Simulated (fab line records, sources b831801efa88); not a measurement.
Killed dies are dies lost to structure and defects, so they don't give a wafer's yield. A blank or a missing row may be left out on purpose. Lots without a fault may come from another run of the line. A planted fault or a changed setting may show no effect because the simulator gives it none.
Problem report in the 8D (eight disciplines) form, filled by code | flow gf180mcu | the parts of the form that need people (team, actions taken, sign-off) are left out

1. THE PROBLEM
PASSIVATION_CVD_00_THK at GF_PASSIVATION_THK_MEAS_01 reads a mean of 1153 nm on 1 wafer of 1 lot; wafers without a fault read 1003 nm with a standard deviation of 13. That is +12 standard deviations from the usual mean.
First seen on wafer L886.3, day 32 09:47, on film_metro-01. The record holds 33 wafers of 11 lots with a number at this step. Rule for "out", or "out of limits": more than 4 standard deviations from the usual mean. The other wafers with a number count as sound.

2. WHAT IT IS AND WHAT IT IS NOT
question                    | is                     | is not
which readings at this step | PASSIVATION_CVD_00_THK | -
which lots                  | L886                   | L871, L872, L874, L877, L878, L879, L890, L891, L892, L894
which wafers of those lots  | L886.3                 | L886.2, L886.5
read on which gauges        | film_metro-01          | film_metro-04
when                        | from day 32 09:47      | up to then (20 sound wafers); but 12 sound wafers of L890, L891, L892, L894 came after

3. SUSPECTS, AND WHAT RULES EACH OUT
Counting: a tool at a process step up to the reading stays a suspect if it ran every lot that is out. Sound lots after the first of them don't rule it out here, since some wafers of a struck lot are sound.
- the gauge at GF_PASSIVATION_THK_MEAS_01: ruled out. All the wafers that are out were read on film_metro-01, but those of them that GF_PASSIVATION_CVD_00 has rows for are out there too, on other tools.
- cvd_w-01 at GF_V4_CVD_23 (deposits W, target thk 350 nm, time 104.9 s): kept. It ran the lot that is out, L886 (day 29 05:32); its last sound lot up to then is L879 (day 26 20:34).
- pecvd-01 at GF_PASSIVATION_CVD_00 (deposits SiO2 from TEOS, target thk 1000 nm, time 111.95 s): kept. It ran the lot that is out, L886 (day 32 09:42); its last sound lot up to then is L878 (day 30 05:59). Its own readings are out on those wafers: run_length_s.
- Within pecvd-01 at GF_PASSIVATION_CVD_00: the wafers that are out ran in chamber 1; their sound lot-mates ran in chambers 0, 2.
Left after counting: cvd_w-01 at GF_V4_CVD_23, pecvd-01 at GF_PASSIVATION_CVD_00.

4. THE CAUSE (what the simulator had put in)
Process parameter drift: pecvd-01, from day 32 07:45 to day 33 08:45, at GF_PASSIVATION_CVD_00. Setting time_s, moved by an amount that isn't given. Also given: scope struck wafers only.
Counting left 2 suspects, and this tool is among them.

5. THE CHAIN OF EFFECTS, in route order
Each row: a reading whose mean over the struck wafers that have a number lies more than 3 standard deviations from the usual. Only readings for which the record gives a usual standard deviation are gone through. hours: the time from each lot's start at the first step in this table that gives one to its start at this step, as a median over the lots. sigmas: the change in usual standard deviations.
hours | step                       | reading                | usual      | on struck wafers | change | sigmas
0     | GF_PASSIVATION_CVD_00      | run_length_s           | 139.7 s    | 157.8            | +18.1  | +34
0     | GF_PASSIVATION_THK_MEAS_01 | PASSIVATION_CVD_00_THK | 1003 nm    | 1153             | +150   | +12
17    | GF_PASSIVATION_ETCH_11     | oes_product_au         | 0.964 a.u. | 0.990            | +0.026 | +3.4
The process steps in it:
- GF_PASSIVATION_CVD_00: deposits SiO2 from TEOS, target thk 1000 nm, time 111.95 s.
- GF_PASSIVATION_ETCH_11: etches the open film in CF4/O2, stops on TiN, target depth 1800 nm, time 400 s.

6. WHAT WOULD HAVE CAUGHT IT SOONER
In this record the first reading out of limits at a measuring or inspecting step was taken at day 32 09:47, 2 hours after the fault began at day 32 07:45.
The tool's own readings at GF_PASSIVATION_CVD_00 were out on every struck wafer that the step has a row for (run_length_s): an alarm limit on them would have fired on the first of those.
All the lots that are out (1) had begun GF_PASSIVATION_CVD_00 on pecvd-01 by day 32 09:47. A hold on the tool at that time would have spared none of them.
